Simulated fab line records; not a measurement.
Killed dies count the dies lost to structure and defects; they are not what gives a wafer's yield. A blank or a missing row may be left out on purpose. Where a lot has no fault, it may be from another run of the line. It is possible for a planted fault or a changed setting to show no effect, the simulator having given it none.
Which of the tools did it?	flow sky130	24 lots, 72 wafers sampled, at 3 steps of a route of 708

## WHAT THE GAUGES SHOWED, per wafer
SKY_VIA1_BOW_MEAS_03.
lot	measured	on	VIA1_BOW (um)
L074	day 32 13:41	film-metro-02	78 81 87
L075	day 33 07:53	film-metro-01	88 90 75
L076	day 33 08:44	film-metro-04	66 65 86
L077	day 33 23:07	film-metro-04	92 70 66
L078	day 35 05:18	film-metro-02	80 84 93
L079	day 35 05:47	film-metro-02	78 80 77
L080	day 35 06:04	film-metro-01	78 87 74
L081	day 35 07:56	film-metro-02	76 82 79
L082	day 35 13:35	film-metro-01	83 73 85
L083	day 35 21:43	film-metro-04	67 75 83
L084	day 36 10:06	film-metro-04	84 84 82
L086	day 36 18:57	film-metro-01	78 87 81
L085	day 36 21:32	film-metro-01	65 73 72
L087	day 37 05:56	film-metro-02	82 86 75
L088	day 37 07:39	film-metro-02	71 87 85
L089	day 38 03:00	film-metro-04	76 73 85
L090	day 38 11:04	film-metro-04	86 76 83
L091	day 38 15:13	film-metro-04	73 74 68
L092	day 38 19:55	film-metro-01	75 83 65
L093	day 38 21:26	film-metro-02	69 70 76
L094	day 39 05:04	film-metro-02	65 81 83
L095	day 39 12:00	film-metro-01	86 76 79
L097	day 40 13:34	film-metro-04	74 74 94
L096	day 41 16:50	film-metro-01	65 81 79

## TOOL THAT RAN EACH LOT (tool first, then ch and the chambers of the sampled wafers, then the start)
lot	SKY_CONTACT_CVD_24	SKY_METAL1_SPUTTER_04
L074	cvd-w-01 ch 0,1, day 31 08:04	pvd-sputter-04, day 31 08:45
L075	cvd-w-02 ch 0,1, day 32 02:05	pvd-sputter-03, day 32 02:43
L076	cvd-w-02 ch 0,1, day 32 05:07	pvd-sputter-03, day 32 05:47
L077	cvd-w-01 ch 0,1, day 32 18:29	pvd-sputter-01, day 32 19:08
L078	cvd-w-02 ch 0,1, day 34 00:06	pvd-sputter-03, day 34 00:45
L079	cvd-w-01 ch 0,1, day 34 01:20	pvd-sputter-01, day 34 01:59
L080	cvd-w-02 ch 0,1, day 34 01:38	pvd-sputter-03, day 34 02:19
L081	cvd-w-01 ch 0,1, day 34 03:00	pvd-sputter-01, day 34 03:38
L082	cvd-w-02 ch 0,1, day 34 08:42	pvd-sputter-03, day 34 09:21
L083	cvd-w-02 ch 0, day 34 17:26	pvd-sputter-03, day 34 18:07
L084	cvd-w-02 ch 0,1, day 35 05:58	pvd-sputter-03, day 35 06:38
L086	cvd-w-02 ch 1, day 35 14:22	pvd-sputter-01, day 35 15:03
L085	cvd-w-01 ch 0,1, day 35 17:44	pvd-sputter-01, day 35 18:25
L087	cvd-w-02 ch 0,1, day 36 02:06	pvd-sputter-04, day 36 02:50
L088	cvd-w-01 ch 1, day 36 03:01	pvd-sputter-03, day 36 03:41
L089	cvd-w-01 ch 0,1, day 36 22:18	pvd-sputter-03, day 36 22:59
L090	cvd-w-01 ch 0,1, day 37 05:52	pvd-sputter-03, day 37 06:32
L091	cvd-w-01 ch 0,1, day 37 11:07	pvd-sputter-03, day 37 11:48
L092	cvd-w-02 ch 0,1, day 37 15:56	pvd-sputter-04, day 37 16:37
L093	cvd-w-01 ch 0,1, day 37 17:26	pvd-sputter-03, day 37 18:07
L094	cvd-w-01 ch 0,1, day 38 01:33	pvd-sputter-03, day 38 02:14
L095	cvd-w-01 ch 0,1, day 38 08:10	pvd-sputter-01, day 38 08:51
L097	cvd-w-01 ch 0,1, day 39 10:43	pvd-sputter-01, day 39 11:23
L096	cvd-w-02 ch 0,1, day 40 14:25	pvd-sputter-01, day 40 15:05
- SKY_CONTACT_CVD_24: deposits W, target thk 340 nm, time 102.12 s.
- SKY_METAL1_SPUTTER_04: material TiN, target thk 70 nm, time 58.3 s.

## AS READ BY THE TOOLS THEMSELVES (means over the sampled wafers that have a number; for cases with no such wafer, the mark the record gives instead)
SKY_CONTACT_CVD_24.
lot	tool	heater-power-w (W)
L074	cvd-w-01	775
L075	cvd-w-02	937
L076	cvd-w-02	929
L077	cvd-w-01	833
L078	cvd-w-02	964
L079	cvd-w-01	786
L080	cvd-w-02	936
L081	cvd-w-01	838
L082	cvd-w-02	959
L083	cvd-w-02	930
L084	cvd-w-02	948
L086	cvd-w-02	952
L085	cvd-w-01	822
L087	cvd-w-02	964
L088	cvd-w-01	884
L089	cvd-w-01	839
L090	cvd-w-01	830
L091	cvd-w-01	788
L092	cvd-w-02	924
L093	cvd-w-01	834
L094	cvd-w-01	776
L095	cvd-w-01	796
L097	cvd-w-01	787
L096	cvd-w-02	871

SKY_METAL1_SPUTTER_04.
lot	tool	chamber-pressure-pa (Pa)	throttle-valve-pct (%)
L074	pvd-sputter-04	0.4004	30.3
L075	pvd-sputter-03	0.3998	29.9
L076	pvd-sputter-03	0.4005	31.5
L077	pvd-sputter-01	0.4002	30.4
L078	pvd-sputter-03	0.4000	31.9
L079	pvd-sputter-01	0.4002	30.0
L080	pvd-sputter-03	0.3998	30.9
L081	pvd-sputter-01	0.3998	30.1
L082	pvd-sputter-03	0.3997	32.6
L083	pvd-sputter-03	0.4006	32.1
L084	pvd-sputter-03	0.3995	31.1
L086	pvd-sputter-01	0.4005	30.1
L085	pvd-sputter-01	0.4000	29.9
L087	pvd-sputter-04	0.3995	30.3
L088	pvd-sputter-03	0.4000	31.4
L089	pvd-sputter-03	0.3993	30.6
L090	pvd-sputter-03	0.4010	30.6
L091	pvd-sputter-03	0.3999	30.7
L092	pvd-sputter-04	0.4002	30.4
L093	pvd-sputter-03	0.4001	31.3
L094	pvd-sputter-03	0.3991	31.7
L095	pvd-sputter-01	0.4001	30.0
L097	pvd-sputter-01	0.3998	30.1
L096	pvd-sputter-01	0.3988	29.9

## THE ANSWER, worked out from the rows above alone
Rule: the usual values come from the lots themselves. The widest of any qualifying gaps counts: lots, ordered by their means at a reading, are off when they make up no more than a third of the lots, leave a main group of 4 or more, and stand apart from it by 3 or more times the standard deviation of that group's means. If all means in a main group match to the digits the tables above print for the reading, that group is not used. A lot without any number at a reading at which 4 lots or more have one is off too. All remaining lots with rows at the step are treated as sound. Order of review: gauges by route order, followed by the tools' own readings, for which a lot's mean as printed above is used. At the first step where some lot is off, the reading lying furthest off is the one used; lots without a number count as furthest.
No lot is off at any reading shown: from this, nothing can be told.

## WHAT THE SIMULATOR PUT IN
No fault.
